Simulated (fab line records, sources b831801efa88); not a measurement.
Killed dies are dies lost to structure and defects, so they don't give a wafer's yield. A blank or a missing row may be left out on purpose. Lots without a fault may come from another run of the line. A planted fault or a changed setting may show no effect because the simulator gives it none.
Split-lot experiment | flow sky130 | 5 lots, 23 wafers read, on a route of 708 steps

THE SPLIT
At SKY_LDD_HVN_IMPLANT_08, the setting energy_kev was moved away from the recipe's 60 on 9 of the 23 wafers read, by -3.7% to -1.5%. The other wafers ran this setting at the recipe's value.

The reading is taken at the split's own step.

THE READING
implant.drp_nm (the simulator's own value, which no gauge read), in nm, at SKY_LDD_HVN_IMPLANT_08. The file gives no usual value for it.

wafer  | tool, chamber at the split | energy_kev as run | against the recipe | implant.drp_nm, nm | against lot-mates on the recipe
L077.1 | implanter-04, 0            | 57.92             | -3.5%              | 27.31              | -0.84
L077.2 | implanter-04, 0            | 57.92             | -3.5%              | 27.31              | -0.84
L077.6 | implanter-04, 0            | 57.92             | -3.5%              | 27.31              | -0.84
L077.3 | implanter-04, 0            | 60                | recipe             | 28.15              | -
L077.4 | implanter-04, 0            | 60                | recipe             | 28.15              | -
L074.1 | implanter-02, 0            | 60                | recipe             | 28.15              | -
L074.4 | implanter-02, 0            | 60                | recipe             | 28.15              | -
L074.5 | implanter-02, 0            | 60                | recipe             | 28.15              | -
L078.1 | implanter-02, 0            | 60                | recipe             | 28.15              | -
L078.3 | implanter-02, 0            | 60                | recipe             | 28.15              | -
L078.4 | implanter-02, 0            | 60                | recipe             | 28.15              | -
L078.2 | implanter-02, 0            | 59.07             | -1.5%              | 27.77              | -0.38
L078.5 | implanter-02, 0            | 59.07             | -1.5%              | 27.77              | -0.38
L082.1 | implanter-04, 0            | 60                | recipe             | 28.15              | -
L082.2 | implanter-04, 0            | 60                | recipe             | 28.15              | -
L082.5 | implanter-04, 0            | 60                | recipe             | 28.15              | -
L082.3 | implanter-04, 0            | 59.09             | -1.5%              | 27.78              | -0.37
L082.4 | implanter-04, 0            | 59.09             | -1.5%              | 27.78              | -0.37
L083.1 | implanter-04, 0            | 57.79             | -3.7%              | 27.26              | -0.89
L083.4 | implanter-04, 0            | 57.79             | -3.7%              | 27.26              | -0.89
L083.2 | implanter-04, 0            | 60                | recipe             | 28.15              | -
L083.5 | implanter-04, 0            | 60                | recipe             | 28.15              | -
L083.6 | implanter-04, 0            | 60                | recipe             | 28.15              | -

THE FIT
A straight line over all 23 wafers: implant.drp_nm changes by +0.242 nm for each +1% of energy_kev; r = +1.00; the points scatter about the line by 0.0017 nm.
The same after taking each lot's own level away (the mean of its wafers on the recipe; 23 wafers): +0.242 nm for each +1%; r = +1.00; scatter 0.0017 nm.
On that fit, the largest move of energy_kev shifts the reading by 0.89 nm.
The lots' own levels span 28.150 to 28.150 nm.
So the lot-to-lot level changes the slope little: the two slopes agree.
Check: with one of the wafers moved furthest among these (-3.7%) left out of the fit, the line predicts -0.893 nm for it against its lot-mates. It came out at -0.89 nm against them.

OTHER SPLITS ON THESE WAFERS
These wafers also went through other splits before the reading. Each is held against what the fit with the lots' levels taken away leaves over:
other split on the same wafers      | wafers away from the commonest value | r with implant.drp_nm (lot level and that fit taken away)
SKY_LDD_N_COAT_02 spin_rpm          | 6                                    | +0.15
SKY_LDD_N_IMPLANT_10 dose_cm2       | 7                                    | +0.12
SKY_LDD_P_COAT_02 resist_thk_nm     | 8                                    | -0.33
SKY_LDD_P_DEVELOP_06 develop_time_s | 5                                    | +0.08

THE WHOLE CHAIN: every reading that the file lists as answering this split, in the file's order
step                   | what it does | reading                                                         | change (the file's fit)               | r (the file's)
SKY_LDD_HVN_IMPLANT_08 |              | implant.rp_nm (the simulator's own value, which no gauge read)  | +0.568 nm for each +1% of the setting | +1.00
SKY_LDD_HVN_IMPLANT_08 |              | implant.drp_nm (the simulator's own value, which no gauge read) | +0.241 nm for each +1% of the setting | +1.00

THE FILE'S OWN FIT
implant.drp_nm changes by +0.241 nm for each +1% of energy_kev, r = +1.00.
